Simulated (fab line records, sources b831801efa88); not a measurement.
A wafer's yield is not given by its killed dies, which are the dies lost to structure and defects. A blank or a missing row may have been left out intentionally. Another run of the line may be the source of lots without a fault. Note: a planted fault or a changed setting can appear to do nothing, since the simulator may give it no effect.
Struck lot and sound lot, side by side + flow sfq-line + 14 out of 325 route steps
Sound: the wafers L623.1, L623.5, L623.6. Wafers struck: L635.3, L635.4, L635.6. The cause is named last.
Each step with rows lists, per side, the tool, then ch with its chambers, then its first start. Under that, the readings that differ: sound wafers + struck wafers + difference of the means + sigmas: that difference in standard deviations of wafers without a fault.
alike: a reading whose means differ by less than 2 such deviations, as well as words and numbers matching on both sides. not compared: withheld readings; readings where some wafer has no value; bounds like >300 that might hide an equal value; numbers whose values overlap and for which the record gives no deviation.
A row with sigmas, a row that says differs or no value, or rows on one side alone: a step with any of these is where the two part. Numbers that don't overlap but have no deviation are shown without sigmas and don't part them. A reading missing from all wafers of one side parts the sides only when that side holds two or more wafers.

SFQ_TRILAYER_M0_BARC_OPEN_METAL_ETCH_031: etches BARC in O2, target depth 125 nm, time 41.7 s.
  sound on rie-metal-04 ch 0,1, day 8 18:44; struck on rie-metal-04 ch 0, day 11 17:13
  alike: drypump-motor-current-A, oes-product-au
  not compared: rf-hours-counter-h
SFQ_TRILAYER_M0_ETCH_METAL_ETCH_024: etches Nb in Cl2/Ar, stops on SiO2, target depth 240 nm, time 120 s.
  sound on rie-metal-04 ch 0,1, day 8 18:48; struck on rie-metal-04 ch 0, day 11 17:22
  alike: drypump-motor-current-A, oes-product-au
  not compared: rf-hours-counter-h
SFQ_TRILAYER_M0_STRIP_STRIP_025: strips in O2.
  sound on rie-metal-04 ch 0,1, day 8 18:55; struck on rie-metal-04 ch 0, day 11 17:56
  alike: drypump-motor-current-A, oes-product-au
  not compared: rf-hours-counter-h
then, 1 step without rows for these wafers: SFQ_TRILAYER_M0_STRIP_SOLV_CLEAN_026 (cleans in NMP, time 600 s).
SFQ_TRILAYER_I0_DEP_PECVD_027: deposits SiO2 from SiH4/N2O, time 111.11 s, target thk 500 nm.
  sound on pecvd-03 ch 0,1, day 8 19:42; struck on pecvd-01 ch 0,2, day 11 18:55
  alike: heater-power-w, showerhead-vpp-V, throttle-valve-pct
then, 1 step without rows for these wafers: SFQ_TRILAYER_I0_CMP_CMP_028 (polishes SiO2).
SFQ_I0_BOW_MEAS_907:
  sound: film-metro-01 at day 9 00:35; struck: film-metro-03 at day 11 22:02
  alike: I0_BOW
SFQ_TRILAYER_I0_METRO_MEASURE_029:
  sound: film-metro-01 at day 9 00:42; struck: film-metro-03 at day 11 22:31
  alike: thk-nm
then, 4 steps without rows for these wafers: SFQ_TRILAYER_I0_VIA_LITHO_COAT_036 (resist thk 62 nm); SFQ_TRILAYER_I0_VIA_LITHO_COAT_031 (resist thk 650 nm); SFQ_TRILAYER_I0_VIA_LITHO_SOFTBAKE_035; SFQ_TRILAYER_I0_VIA_LITHO_EXPOSE_032 (exposes mask I0, target cd 500 nm).
-- the record jumps here: 5 days lie between the struck wafers' starts before and after --
SFQ_TRILAYER_I0_VIA_LITHO_PEB_034: peb time 60 s.
  sound on litho-track-04 ch 0, day 13 11:07; struck on litho-track-04 ch 0, day 16 20:38
| reading                  | sound                | struck               | difference | sigmas |
|--------------------------|----------------------|----------------------|------------|--------|
| heater-power-total-W (W) | 79.19 79.11 79.17    | 75.39 75.26 75.30    | -3.84      | -58    |
| plate-temp-C (C)         | 115.01 114.89 114.96 | 110.75 110.84 110.58 | -4.23      | -30    |
  alike: chill-plate-temp-C
then, 1 step without rows for these wafers: SFQ_TRILAYER_I0_VIA_LITHO_DEVELOP_033 (time 60 s).

## WHERE THEY PART
At SFQ_TRILAYER_I0_VIA_LITHO_PEB_034 and nowhere else, as far as this record goes.

WHY: whatever the simulator had introduced
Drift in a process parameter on litho-track-04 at SFQ_TRILAYER_I0_VIA_LITHO_PEB_034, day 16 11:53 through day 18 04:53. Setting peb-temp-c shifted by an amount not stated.
